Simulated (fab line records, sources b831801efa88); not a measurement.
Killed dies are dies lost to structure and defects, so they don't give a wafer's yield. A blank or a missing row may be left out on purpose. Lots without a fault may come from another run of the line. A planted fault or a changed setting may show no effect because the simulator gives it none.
Which tool did it? | flow gf180mcu | 13 lots, 39 wafers sampled, at 4 steps of a route of 602

WHAT THE GAUGES READ, wafer by wafer
GF_POLY_GATE_CD_MEAS_10: target cd 280 nm.
lot  | measured     | on        | cd_nm (nm)
L999 | day 10 10:46 | cd_sem-02 | 279.0 279.5 278.5
L100 | day 10 13:20 | cd_sem-01 | 281.4 281.9 282.1
L101 | day 11 01:11 | cd_sem-02 | 278.5 278.9 277.6
L102 | day 11 08:29 | cd_sem-02 | 279.4 278.7 278.4
L104 | day 11 18:07 | cd_sem-02 | 282.3 281.4 283.1
L106 | day 12 16:59 | cd_sem-01 | 280.5 280.2 280.3
L107 | day 13 00:04 | cd_sem-02 | 277.8 279.3 278.5
L111 | day 14 03:14 | cd_sem-01 | 281.0 278.7 280.3
L112 | day 14 06:31 | cd_sem-02 | 278.0 277.4 279.0
L113 | day 14 16:12 | cd_sem-01 | 322.0 322.5 322.7 322.1 322.3 322.9
L115 | day 15 03:01 | cd_sem-01 | 279.3 280.2 279.4
L117 | day 15 17:46 | cd_sem-01 | 281.3 281.1 279.7
L118 | day 16 00:14 | cd_sem-01 | 278.6 279.7 279.8

GF_HV_LDD_TW_MEAS_38.
lot  | measured     | on            | HV_LDD_3_TW
L999 | day 12 22:29 | film_metro-02 | 1437 1442 1436
L100 | day 13 01:31 | film_metro-01 | 1432 1426 1427
L101 | day 13 13:59 | film_metro-02 | 1446 1446 1433
L102 | day 13 22:41 | film_metro-01 | 1430 1431 1431
L104 | day 14 10:11 | film_metro-03 | 1440 1440 1444
L106 | day 15 08:56 | film_metro-03 | 1456 1456 1461
L107 | day 15 18:00 | film_metro-02 | 1431 1430 1431
L111 | day 16 23:44 | film_metro-03 | 1458 1460 1456
L112 | day 17 04:19 | film_metro-01 | 1425 1421 1428
L113 | day 17 11:31 | film_metro-02 | 1433 1432 1444
L115 | day 18 00:41 | film_metro-01 | 1427 1423 1426
L117 | day 18 16:41 | film_metro-01 | 1429 1425 1431
L118 | day 19 04:34 | film_metro-03 | 1452 1448 1456

GF_CONTACT_OVL_MEAS_15.
lot  | measured     | on         | CONTACT_OVL (nm)
L999 | day 17 13:48 | overlay-02 | 4 3 4
L100 | day 17 17:28 | overlay-02 | -1 2 2
L101 | day 18 08:46 | overlay-02 | 5 8 9
L102 | day 18 16:51 | overlay-02 | -4 -11 -7
L104 | day 19 08:28 | overlay-01 | 2 -2 -6
L106 | day 20 10:32 | overlay-01 | 4 4 8
L107 | day 20 20:26 | overlay-02 | -4 -9 0
L111 | day 22 05:31 | overlay-02 | -4 -7 -9
L112 | day 22 09:08 | overlay-01 | -6 -4 2
L113 | day 22 18:26 | overlay-02 | 5 5 8
L115 | day 23 06:25 | overlay-02 | -3 -3 -3
L117 | day 23 21:29 | overlay-02 | 4 8 5
L118 | day 24 07:41 | overlay-01 | 0 -1 -1

WHICH TOOL RAN EACH LOT (tool, then ch and the chambers of the sampled wafers, then the start)
lot  | GF_POLY_GATE_EXPOSE_07
L999 | krf_scanner-02 ch 0, day 10 02:27
L100 | krf_scanner-02 ch 0, day 10 04:46
L101 | krf_scanner-02 ch 0, day 10 16:19
L102 | krf_scanner-01 ch 0, day 10 23:29
L104 | krf_scanner-02 ch 0, day 11 08:40
L106 | krf_scanner-02 ch 0, day 12 07:35
L107 | krf_scanner-01 ch 0, day 12 14:18
L111 | krf_scanner-02 ch 0, day 13 17:20
L112 | krf_scanner-02 ch 0, day 13 20:58
L113 | krf_scanner-02 ch 0, day 14 05:48
L115 | krf_scanner-02 ch 0, day 14 16:43
L117 | krf_scanner-01 ch 0, day 15 07:43
L118 | krf_scanner-02 ch 0, day 15 13:43
- GF_POLY_GATE_EXPOSE_07: exposes mask Poly2, target cd 280 nm.

WHAT THE TOOLS THEMSELVES READ (means of the sampled wafers that have a number; where no wafer has one, the mark that the record gives instead)
GF_POLY_GATE_EXPOSE_07.
lot  | tool           | focus_offset_nm (nm)
L999 | krf_scanner-02 | 0.4
L100 | krf_scanner-02 | -0.1
L101 | krf_scanner-02 | -0.0
L102 | krf_scanner-01 | -0.1
L104 | krf_scanner-02 | 0.1
L106 | krf_scanner-02 | -0.5
L107 | krf_scanner-01 | -0.8
L111 | krf_scanner-02 | -0.2
L112 | krf_scanner-02 | -0.8
L113 | krf_scanner-02 | 0.0
L115 | krf_scanner-02 | -0.4
L117 | krf_scanner-01 | 0.5
L118 | krf_scanner-02 | -0.3

THE ANSWER, worked out from the rows above alone
Rule: what is usual is taken from the lots themselves. Put in order of their means at a reading, lots are off if they are a third of the lots or fewer, leave a main group of 4 or more, and stand apart from it by a gap of 3 or more times the standard deviation of the main group's means; of several such gaps the widest counts. A main group whose means are all the same, to the digits that the tables above print for the reading, isn't used. A lot without any number at a reading at which 4 lots or more have one is off too. The other lots that the step has rows for count as sound. The gauges are gone through in route order, then the tools' own readings, and for those a lot's mean is taken as printed above. The first step at which some lot is off is used, and at that step the reading that is off furthest; a lot without a number counts as furthest.
Off: L113, at GF_POLY_GATE_CD_MEAS_10 (cd_nm). The main group: mean 279.7 nm, standard deviation 1.3.
A tool fits if, at a process step before that reading, it ran every lot that is off, and no sound lot after the first of them. The gauges at GF_POLY_GATE_CD_MEAS_10 are tried like those tools. None of those tried fits.

WHAT THE SIMULATOR HAD PUT IN
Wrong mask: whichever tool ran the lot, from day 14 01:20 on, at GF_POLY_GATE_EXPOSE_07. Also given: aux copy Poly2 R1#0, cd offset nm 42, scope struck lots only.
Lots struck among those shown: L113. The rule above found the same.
